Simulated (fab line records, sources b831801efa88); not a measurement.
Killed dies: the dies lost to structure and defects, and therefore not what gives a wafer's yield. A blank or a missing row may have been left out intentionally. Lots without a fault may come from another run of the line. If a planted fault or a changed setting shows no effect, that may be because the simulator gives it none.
fab line records	flow gf180mcu	part 1 of 2: steps 1 to 30 of 39
record lots=5	wafers=15	last_day=33
route steps=602 shown MVPSD@139 VT_IMPLANT@140 DUAL_GATE@141 POLY_GATE@157 HV_LDD@176
lots that met no fault: taken from a fault-free run of the same line
start_h: hours from the record's first day to the start of the lot's first wafer shown	wait_h: hours elapsed since this lot's preceding step	" repeats the value in the row above	L1.1+2: a row that stands for several wafers	- no value, or no start given	* or withheld: withheld	< > ~ a bound
route shown NAME@n: a module of which the file shows steps, and the number in the route of the first	usual: mean and standard deviation over wafers with no fault	same: alike in all rows	chamber/n: place in a boat	sites: the reading at each site	_std_site: standard deviation of those values	_edge_site: outer sites' mean less inner sites'	radius_mm: for every site, how far away it sits from the centre of the wafer	mask NAME#n: copy n	behind: the last tool/chamber to shape the wafer	hold: what put the lot on hold/how long, in hours/how the hold closed	device: the transistor (n, p or np) that didn't switch	end of line: tests run on the same wafers once the route is complete	a step without rows: its recipe alone	killed: dies that structure and defects cost at the first sort, which is not the same as the wafer's yield	map: dies across one wafer; x = killed, . = not, _ = none there
set.NAME: the setting as run; set.NAME@STEP: as run at that earlier step	model.NAME: the simulator's own value behind a step, which no gauge read
lots seen at some steps along the route; tables by step, rows by wafer
services: a tool's chamber out of use, with start hour (start_h, from the record's first day; less than 0 if before it), hours out, and reason
## steps
# step GF_VT_IMPLANT_RS_MEAS_49
# recipe thk_meas_gauge=four-point-probe
# usual MVPSD_RS=1168.1/2.9
lot.wafer	tool	chamber	start_h	wait_h	MVPSD_RS[ohm/sq]
L075.1	film_metro-03	-	162.26	0.1	1164.4
L075.2	"	-	"	"	1161.8
L075.6	"	-	"	"	1163.9
L076.3	film_metro-03	-	180.95	0.1	1173.0
L076.4	"	-	"	"	1173.3
L076.5	"	-	"	"	1166.9
L086.2	film_metro-03	-	236.93	0.1	1167.6
L086.5	"	-	"	"	1167.8
L086.6	"	-	"	"	1169.0
L088.2	film_metro-01	-	254.73	0.1	1172.6
L088.4	"	-	"	"	1168.7
L088.5	"	-	"	"	1170.5
L091.1	film_metro-04	-	282.27	0.1	1172.0
L091.3	"	-	"	"	1170.1
L091.5	"	-	"	"	1168.3
# step GF_VT_IMPLANT_WET_ETCH_50
# recipe chemistry=dHF	target_depth_nm=20	target=SiO2	temp_c=25	dilution=100:1	time_s=400
lot.wafer	tool	chamber	start_h	wait_h
L075.1+2+6	wet_bench-03	2	162.38	0.1
L076.3+4+5	wet_bench-01	0	181.03	0.1
L086.2+5+6	wet_bench-03	3	237.03	0.1
L088.2+4+5	wet_bench-04	2	254.83	0.1
L091.1+3+5	wet_bench-04	3	282.39	0.1
# step GF_DUAL_GATE_CLEAN_00
# recipe chemistry=SC1/SC2	mix=1:4:20	temp_c=70	time_s=150
lot.wafer	tool	chamber	start_h	wait_h
L075.1+2+6	wet_bench-04	0	162.50	0.0
L076.3+4+5	wet_bench-03	1	181.15	0.0
L086.2+5+6	wet_bench-01	3	237.16	0.0
L088.2+4+5	wet_bench-04	3	254.95	0.0
L091.1+3+5	wet_bench-03	3	282.52	0.0
# step GF_DUAL_GATE_CLEAN_01
# recipe chemistry=dHF	time_s=20	dilution=100:1	dry=ipa_marangoni
lot.wafer	tool	chamber	start_h	wait_h
L075.1+2+6	wet_bench-01	1	162.55	0.0
L076.3+4+5	wet_bench-04	1	181.20	0.0
L086.2+5+6	wet_bench-04	0	237.21	0.0
L088.2+4+5	wet_bench-04	3	255.00	0.0
L091.1+3+5	wet_bench-04	3	282.62	0.0
# step GF_DUAL_GATE_OXIDATION_02
# recipe temp_c=900	ambient=O2	stabilise_s=600	purge_s=300	target_thk_a=108.87	ox_time_s=1602
# usual ox_temp_c_max=904.3/2.1	spike_tc_upper_C=900.5/1	tube_center_temp_C=900/0.074
# same ox_time_s=1602
lot.wafer	tool	chamber	start_h	wait_h	ox_temp_c_max	spike_tc_upper_C	tube_center_temp_C
L075.1	furnace-01	0	163.73	1.2	906.1	901.1	899.96
L075.2	"	0	"	"	904.8	901.7	900.08
L075.6	"	0	"	"	907.0	902.0	900.03
L076.3	furnace-01	0	181.97	0.7	905.9	901.1	899.79
L076.4	"	0	"	"	906.4	900.8	899.96
L076.5	"	0	"	"	905.8	901.1	900.03
L086.2	furnace-01	0	238.01	0.8	906.7	900.7	900.09
L086.5	"	0	"	"	907.0	901.9	899.92
L086.6	"	0	"	"	906.6	901.2	900.13
L088.2	furnace-01	0	255.01	0.0	905.7	900.0	899.96
L088.4	"	0	"	"	905.8	901.1	900.03
L088.5	"	0	"	"	907.1	900.4	899.83
L091.1	furnace-02	0	282.78	0.1	902.3	899.2	899.96
L091.3	"	0	"	"	902.0	898.8	900.04
L091.5	"	0	"	"	901.7	902.0	900.01
# step GF_DUAL_GATE_THK_MEAS_03
# recipe reads=SiO2_of_DUAL_GATE_OXIDATION_02
# usual DUAL_GATE_OXIDATION_00_THK=10.89/0.17
lot.wafer	tool	chamber	start_h	wait_h	DUAL_GATE_OXIDATION_00_THK[nm]
L075.1	film_metro-04	-	165.17	0.0	10.93
L075.2	"	-	"	"	10.87
L075.6	"	-	"	"	10.73
L076.3	film_metro-04	-	183.43	0.0	10.89
L076.4	"	-	"	"	10.78
L076.5	"	-	"	"	10.72
L086.2	film_metro-02	-	239.47	0.0	11.07
L086.5	"	-	"	"	10.91
L086.6	"	-	"	"	10.97
L088.2	film_metro-02	-	256.47	0.0	10.97
L088.4	"	-	"	"	10.94
L088.5	"	-	"	"	10.80
L091.1	film_metro-04	-	284.24	0.0	10.90
L091.3	"	-	"	"	10.95
L091.5	"	-	"	"	10.97
# step GF_DUAL_GATE_DEHYDRATE_04
# recipe temp_c=200	time_s=60
# usual plate_temp_C=200.05/0.13
lot.wafer	tool	chamber	start_h	wait_h	plate_temp_C
L075.1	litho_track-03	0	172.71	7.5	199.90
L075.2	"	0	"	"	200.02
L075.6	"	0	"	"	200.14
L076.3	litho_track-03	0	191.21	7.8	200.07
L076.4	"	0	"	"	199.82
L076.5	"	0	"	"	199.97
L086.2	litho_track-02	0	247.74	8.3	200.24
L086.5	"	0	"	"	200.10
L086.6	"	0	"	"	200.03
L088.2	litho_track-03	0	265.24	8.8	200.12
L088.4	"	0	"	"	200.08
L088.5	"	0	"	"	200.12
L091.1	litho_track-03	0	293.56	9.3	200.05
L091.3	"	0	"	"	200.01
L091.5	"	0	"	"	199.99
# step GF_DUAL_GATE_HMDS_05
# recipe prime_time_s=60	prime_temp_c=120
lot.wafer	tool	chamber	start_h	wait_h
L075.1+2+6	litho_track-03	0	172.86	0.1
L076.3+4+5	litho_track-03	0	191.36	0.1
L086.2+5+6	litho_track-02	0	247.89	0.1
L088.2+4+5	litho_track-03	0	265.39	0.1
L091.1+3+5	litho_track-03	0	293.71	0.1
# step GF_DUAL_GATE_COAT_06
# recipe resist=NOVOLAK	spin_rpm=3000	resist_thk_nm=1000
# usual spin_speed_rpm=3000.1/2.3
lot.wafer	tool	chamber	start_h	wait_h	spin_speed_rpm
L075.1	litho_track-03	0	173.01	0.1	2999.6
L075.2	"	0	"	"	2997.9
L075.6	"	0	"	"	3001.4
L076.3	litho_track-03	0	191.51	0.1	2998.7
L076.4	"	0	"	"	3003.6
L076.5	"	0	"	"	2999.0
L086.2	litho_track-02	0	248.04	0.1	3002.0
L086.5	"	0	"	"	3001.6
L086.6	"	0	"	"	2998.4
L088.2	litho_track-03	0	265.54	0.1	3001.7
L088.4	"	0	"	"	2999.7
L088.5	"	0	"	"	3000.3
L091.1	litho_track-03	0	293.86	0.1	2998.2
L091.3	"	0	"	"	3002.4
L091.5	"	0	"	"	3002.2
# step GF_DUAL_GATE_SOFTBAKE_07
# recipe temp_c=90	time_s=60	resist=NOVOLAK
# usual plate_temp_C=90.03/0.12
lot.wafer	tool	chamber	start_h	wait_h	plate_temp_C
L075.1	litho_track-03	0	173.16	0.1	90.03
L075.2	"	0	"	"	90.07
L075.6	"	0	"	"	90.24
L076.3	litho_track-03	0	191.66	0.1	89.85
L076.4	"	0	"	"	89.99
L076.5	"	0	"	"	89.94
L086.2	litho_track-02	0	248.19	0.1	90.01
L086.5	"	0	"	"	90.01
L086.6	"	0	"	"	89.68
L088.2	litho_track-03	0	265.69	0.1	90.04
L088.4	"	0	"	"	90.03
L088.5	"	0	"	"	90.25
L091.1	litho_track-03	0	294.01	0.1	89.86
L091.3	"	0	"	"	89.89
L091.5	"	0	"	"	89.88
# step GF_DUAL_GATE_EXPOSE_08
# recipe mask_id=Dualgate	target_cd_nm=700	na=0.6	source_shape=conventional	sigma_outer=0.6	dose_mj=140
lot.wafer	tool	chamber	start_h	wait_h	mask
L075.1+2+6	iline_stepper-02	0	-	-	Dualgate#0
L076.3+4+5	iline_stepper-02	0	-	-	Dualgate#0
L086.2+5+6	iline_stepper-01	0	-	-	Dualgate#0
L088.2+4+5	iline_stepper-02	0	-	-	Dualgate#0
L091.1+3+5	iline_stepper-01	0	-	-	Dualgate#0
# step GF_DUAL_GATE_PEB_09
# recipe temp_c=withheld	time_s=*	resist=NOVOLAK
lot.wafer	tool	chamber	start_h	wait_h
L075.1+2+6	litho_track-03	0	-	-
L076.3+4+5	litho_track-02	0	-	-
L086.2+5+6	litho_track-02	0	-	-
L088.2+4+5	litho_track-04	0	-	-
L091.1+3+5	litho_track-04	0	-	-
# step GF_DUAL_GATE_DEVELOP_10
# recipe develop_time_s=60	dev_temp_c=23
lot.wafer	tool	chamber	start_h	wait_h
L075.1+2+6	litho_track-03	0	181.46	0.1
L076.3+4+5	litho_track-02	0	199.92	0.1
L086.2+5+6	litho_track-02	0	257.64	0.1
L088.2+4+5	litho_track-04	0	274.98	0.1
L091.1+3+5	litho_track-04	0	304.20	0.1
# step GF_DUAL_GATE_OVL_MEAS_11
# usual DUAL_GATE_OVL=1.5/1.6
lot.wafer	tool	chamber	start_h	wait_h	DUAL_GATE_OVL[nm]
L075.1	overlay-02	-	181.61	0.1	-1.1
L075.2	"	-	"	"	-2.2
L075.6	"	-	"	"	-1.7
L076.3	overlay-02	-	200.03	0.1	1.8
L076.4	"	-	"	"	0.2
L076.5	"	-	"	"	0.7
L086.2	overlay-02	-	257.77	0.1	1.8
L086.5	"	-	"	"	2.6
L086.6	"	-	"	"	2.8
L088.2	overlay-01	-	275.11	0.1	2.5
L088.4	"	-	"	"	1.8
L088.5	"	-	"	"	3.0
L091.1	overlay-01	-	304.35	0.1	4.7
L091.3	"	-	"	"	3.9
L091.5	"	-	"	"	4.9
# step GF_DUAL_GATE_WET_ETCH_12
# recipe chemistry=dHF	target_depth_nm=13	dry=n2_spin	target=SiO2	temp_c=25	dilution=100:1	time_s=260
lot.wafer	tool	chamber	start_h	wait_h
L075.1+2+6	wet_bench-01	1	181.65	0.0
L076.3+4+5	wet_bench-01	2	200.05	0.0
L086.2+5+6	wet_bench-03	1	257.80	0.0
L088.2+4+5	wet_bench-04	2	275.14	0.0
L091.1+3+5	wet_bench-01	1	304.39	0.0
# step GF_DUAL_GATE_STRIP_13
# recipe chemistry=O2/N2	power_w=1400	pressure_mtorr=1500	platen_temp_c=250	o2_flow_sccm=3000	n2_flow_sccm=300	overash_fraction=0.5
# usual drypump_motor_current_A=5.8/0.43	heater_power_w=325/48	oes_product_au=0.716/0.0044	strip_time_to_endpoint_s=12.62/0.038
lot.wafer	tool	chamber	start_h	wait_h	drypump_motor_current_A	heater_power_w	oes_product_au	rf_hours_counter_h	strip_time_to_endpoint_s
L075.1	plasma_asher-03	0	181.73	0.0	5.4	301	0.702	40	12.51
L075.2	"	1	"	"	5.8	354	0.717	40	12.56
L075.6	"	0	"	"	5.4	292	0.716	-	12.57
L076.3	plasma_asher-01	1	200.25	0.0	6.1	305	0.710	-	12.62
L076.4	"	0	"	"	6.4	322	0.715	-	12.62
L076.5	"	0	"	"	6.4	329	0.713	-	12.62
L086.2	plasma_asher-01	0	257.89	0.0	6.4	320	0.722	60	12.60
L086.5	"	0	"	"	6.4	321	0.707	-	12.65
L086.6	"	1	"	"	6.1	312	0.713	-	12.62
L088.2	plasma_asher-01	0	275.22	0.0	6.4	333	0.716	62	12.62
L088.4	"	0	"	"	6.4	325	0.709	-	12.62
L088.5	"	1	"	"	6.1	303	0.716	-	12.62
L091.1	plasma_asher-04	0	304.55	0.0	5.1	402	0.715	65	12.70
L091.3	"	1	"	"	5.8	265	0.716	-	12.66
L091.5	"	0	"	"	5.2	397	0.707	-	12.67
# step GF_DUAL_GATE_CLEAN_14
# recipe chemistry=SC1/SC2	mix=1:4:20	temp_c=70	time_s=150	dry=n2_spin
lot.wafer	tool	chamber	start_h	wait_h
L075.1+2+6	wet_bench-03	2	181.83	0.1
L076.3+4+5	wet_bench-03	1	200.31	0.0
L086.2+5+6	wet_bench-04	0	257.99	0.1
L088.2+4+5	wet_bench-03	0	275.32	0.1
L091.1+3+5	wet_bench-04	0	304.65	0.1
# step GF_DUAL_GATE_OXIDATION_15
# recipe temp_c=850	ambient=O2	stabilise_s=600	purge_s=300	target_thk_a=70.98	ox_time_s=1995
# usual ox_temp_c_max=854.3/2.1	spike_tc_upper_C=850.6/1	tube_center_temp_C=850/0.079
# same ox_time_s=1995
lot.wafer	tool	chamber	start_h	wait_h	ox_temp_c_max	spike_tc_upper_C	tube_center_temp_C
L075.1	furnace-01	0	183.41	1.5	856.9	851.2	849.96
L075.2	"	0	"	"	856.7	849.2	849.92
L075.6	"	0	"	"	856.9	852.4	850.07
L076.3	furnace-02	0	201.51	1.1	852.2	850.0	849.98
L076.4	"	0	"	"	852.9	850.2	850.13
L076.5	"	0	"	"	851.9	850.5	849.94
L086.2	furnace-01	0	258.04	0.0	856.5	850.2	849.97
L086.5	"	0	"	"	855.8	850.5	850.08
L086.6	"	0	"	"	855.8	849.0	850.01
L088.2	furnace-01	0	276.12	0.7	855.6	850.3	849.96
L088.4	"	0	"	"	855.0	851.8	849.81
L088.5	"	0	"	"	855.9	851.4	849.86
L091.1	furnace-02	0	308.36	3.7	852.5	851.4	849.89
L091.3	"	0	"	"	851.9	850.2	849.9
L091.5	"	0	"	"	851.7	850.5	850.11
# step GF_POLY_GATE_CVD_00
# recipe material=poly-Si	target_thk_nm=200	temp_c=620	time_s=1200	pressure_mtorr=200
# usual pressure_mtorr=200.0/0.42	spike_tc_upper_C=619.8/1.5	susceptor_temp_C=620.05/0.29
lot.wafer	tool	chamber	start_h	wait_h	pressure_mtorr	spike_tc_upper_C	susceptor_temp_C
L075.1	lpcvd-02	0	184.97	0.0	200.4	617.5	620.34
L075.2	"	0	"	"	200.4	619.3	620.53
L075.6	"	0	"	"	200.4	618.4	620.45
L076.3	lpcvd-01	1	203.07	0.0	200.8	618.7	619.72
L076.4	"	1	"	"	200.4	617.2	620.41
L076.5	"	1	"	"	200.6	617.8	619.74
L086.2	lpcvd-02	1	259.59	0.0	200.0	620.3	620.35
L086.5	"	1	"	"	198.9	618.9	619.72
L086.6	"	1	"	"	199.7	619.3	620.19
L088.2	lpcvd-01	0	277.67	0.0	199.5	621.4	619.88
L088.4	"	0	"	"	200.0	619.7	620.24
L088.5	"	0	"	"	199.6	621.6	620.27
L091.1	lpcvd-01	0	310.24	0.3	200.2	619.7	620.12
L091.3	"	0	"	"	199.5	621.4	619.92
L091.5	"	0	"	"	199.9	623.2	620.08
# step GF_POLY_GATE_THK_MEAS_01
# recipe reads=poly-Si_of_POLY_GATE_CVD_00
# usual POLY_GATE_CVD_00_THK=198.8/1.9
lot.wafer	tool	chamber	start_h	wait_h	POLY_GATE_CVD_00_THK[nm]
L075.1	film_metro-02	-	186.97	0.0	198.0
L075.2	"	-	"	"	198.0
L075.6	"	-	"	"	197.2
L076.3	film_metro-02	-	204.42	0.0	201.3
L076.4	"	-	"	"	199.2
L076.5	"	-	"	"	200.2
L086.2	film_metro-02	-	260.94	0.0	200.1
L086.5	"	-	"	"	200.4
L086.6	"	-	"	"	199.0
L088.2	film_metro-02	-	279.02	0.0	197.4
L088.4	"	-	"	"	197.5
L088.5	"	-	"	"	199.5
L091.1	film_metro-03	-	311.57	0.0	196.4
L091.3	"	-	"	"	198.0
L091.5	"	-	"	"	197.3
# step GF_POLY_GATE_DEHYDRATE_02
# recipe temp_c=200	time_s=60
# usual plate_temp_C=200.01/0.17
lot.wafer	tool	chamber	start_h	wait_h	plate_temp_C
L075.1	litho_track-02	0	195.07	8.1	199.98
L075.2	"	0	"	"	200.01
L075.6	"	0	"	"	199.86
L076.3	litho_track-02	0	212.22	7.8	200.08
L076.4	"	0	"	"	199.81
L076.5	"	0	"	"	200.16
L086.2	litho_track-02	0	269.39	8.4	200.15
L086.5	"	0	"	"	200.20
L086.6	"	0	"	"	199.95
L088.2	litho_track-04	0	288.18	9.2	199.97
L088.4	"	0	"	"	200.05
L088.5	"	0	"	"	200.12
L091.1	litho_track-02	0	320.21	8.6	199.96
L091.3	"	0	"	"	200.06
L091.5	"	0	"	"	199.93
# step GF_POLY_GATE_HMDS_03
# recipe prime_time_s=60	prime_temp_c=120
lot.wafer	tool	chamber	start_h	wait_h
L075.1+2+6	litho_track-02	0	195.22	0.1
L076.3+4+5	litho_track-02	0	212.37	0.1
L086.2+5+6	litho_track-02	0	269.54	0.1
L088.2+4+5	litho_track-04	0	288.33	0.1
L091.1+3+5	litho_track-02	0	320.36	0.1
# step GF_POLY_GATE_COAT_04
# recipe resist=BARC	temp_c=withheld	time_s=withheld	spin_rpm=withheld	resist_thk_nm=withheld
lot.wafer	tool	chamber	start_h	wait_h
L075.1+2+6	litho_track-02	0	195.37	0.1
L076.3+4+5	litho_track-02	0	212.52	0.1
L086.2+5+6	litho_track-02	0	269.69	0.1
L088.2+4+5	litho_track-04	0	288.48	0.1
L091.1+3+5	litho_track-02	0	320.51	0.1
# step GF_POLY_GATE_COAT_05
# recipe resist=KrF	spin_rpm=withheld	resist_thk_nm=700
lot.wafer	tool	chamber	start_h	wait_h
L075.1+2+6	litho_track-02	0	-	-
L076.3+4+5	litho_track-02	0	-	-
L086.2+5+6	litho_track-02	0	-	-
L088.2+4+5	litho_track-04	0	-	-
L091.1+3+5	litho_track-02	0	-	-
# step GF_POLY_GATE_SOFTBAKE_06
# recipe temp_c=130	time_s=60	resist=KrF
# usual plate_temp_C=129.98/0.15
lot.wafer	tool	chamber	start_h	wait_h	plate_temp_C
L075.1	litho_track-02	0	-	-	130.15
L075.2	"	0	"	"	129.97
L075.6	"	0	"	"	130.06
L076.3	litho_track-02	0	-	-	129.97
L076.4	"	0	"	"	129.88
L076.5	"	0	"	"	130.05
L086.2	litho_track-02	0	-	-	130.09
L086.5	"	0	"	"	129.75
L086.6	"	0	"	"	129.94
L088.2	litho_track-04	0	-	-	129.93
L088.4	"	0	"	"	129.68
L088.5	"	0	"	"	129.81
L091.1	litho_track-02	0	-	-	130.16
L091.3	"	0	"	"	130.19
L091.5	"	0	"	"	130.08
# step GF_POLY_GATE_EXPOSE_07
# recipe mask_id=Poly2	target_cd_nm=280	na=0.68	source_shape=conventional	sigma_outer=0.6	dose_mj=28
lot.wafer	tool	chamber	start_h	wait_h	mask
L075.1+2+6	krf_scanner-02	0	-	-	Poly2#0
L076.3+4+5	krf_scanner-01	0	-	-	Poly2#0
L086.2+5+6	krf_scanner-01	0	-	-	Poly2#0
L088.2+4+5	krf_scanner-01	0	-	-	Poly2#0
L091.1+3+5	krf_scanner-01	0	-	-	Poly2#0
# step GF_POLY_GATE_PEB_08
# recipe peb_temp_c=135	peb_time_s=90	resist=KrF
# usual plate_temp_C=135.02/0.14
lot.wafer	tool	chamber	start_h	wait_h	plate_temp_C
L075.1	litho_track-01	0	-	-	135.01
L075.2	"	0	"	"	135.07
L075.6	"	0	"	"	135.14
L076.3	litho_track-01	0	-	-	135.08
L076.4	"	0	"	"	134.76
L076.5	"	0	"	"	134.91
L086.2	litho_track-01	0	-	-	134.78
L086.5	"	0	"	"	134.86
L086.6	"	0	"	"	134.90
L088.2	litho_track-01	0	-	-	134.89
L088.4	"	0	"	"	134.93
L088.5	"	0	"	"	135.03
L091.1	litho_track-01	0	-	-	134.98
L091.3	"	0	"	"	134.86
L091.5	"	0	"	"	134.84
# step GF_POLY_GATE_DEVELOP_09
# recipe develop_time_s=60	resist=KrF	dev_temp_c=21
lot.wafer	tool	chamber	start_h	wait_h
L075.1+2+6	litho_track-01	0	203.90	0.2
L076.3+4+5	litho_track-01	0	221.30	0.1
L086.2+5+6	litho_track-01	0	279.23	0.2
L088.2+4+5	litho_track-01	0	298.63	0.2
L091.1+3+5	litho_track-01	0	331.10	0.2
# step GF_POLY_GATE_CD_MEAS_10
# recipe target_cd_nm=280
# usual cd_nm=279.9/1.2
lot.wafer	tool	chamber	start_h	wait_h	cd_nm
L075.1	cd_sem-02	-	204.05	0.1	279.5
L075.2	"	-	"	"	280.7
L075.6	"	-	"	"	279.9
L076.3	cd_sem-01	-	221.44	0.1	280.7
L076.4	"	-	"	"	279.2
L076.5	"	-	"	"	279.5
L086.2	cd_sem-01	-	279.37	0.1	279.6
L086.5	"	-	"	"	278.5
L086.6	"	-	"	"	279.0
L088.2	cd_sem-01	-	298.77	0.1	275.9
L088.4	"	-	"	"	277.4
L088.5	"	-	"	"	276.6
L091.1	cd_sem-02	-	331.25	0.1	279.5
L091.3	"	-	"	"	279.6
L091.5	"	-	"	"	279.4
# step GF_POLY_GATE_OVL_MEAS_11
# usual POLY_GATE_OVL=2/4.6
lot.wafer	tool	chamber	start_h	wait_h	POLY_GATE_OVL[nm]
L075.1	overlay-02	-	204.17	0.1	5
L075.2	"	-	"	"	2
L075.6	"	-	"	"	1
L076.3	overlay-02	-	221.54	0.1	-9
L076.4	"	-	"	"	0
L076.5	"	-	"	"	-1
L086.2	overlay-02	-	279.48	0.1	-6
L086.5	"	-	"	"	1
L086.6	"	-	"	"	-3
L088.2	overlay-01	-	298.88	0.1	5
L088.4	"	-	"	"	3
L088.5	"	-	"	"	5
L091.1	overlay-01	-	331.37	0.1	11
L091.3	"	-	"	"	7
L091.5	"	-	"	"	8
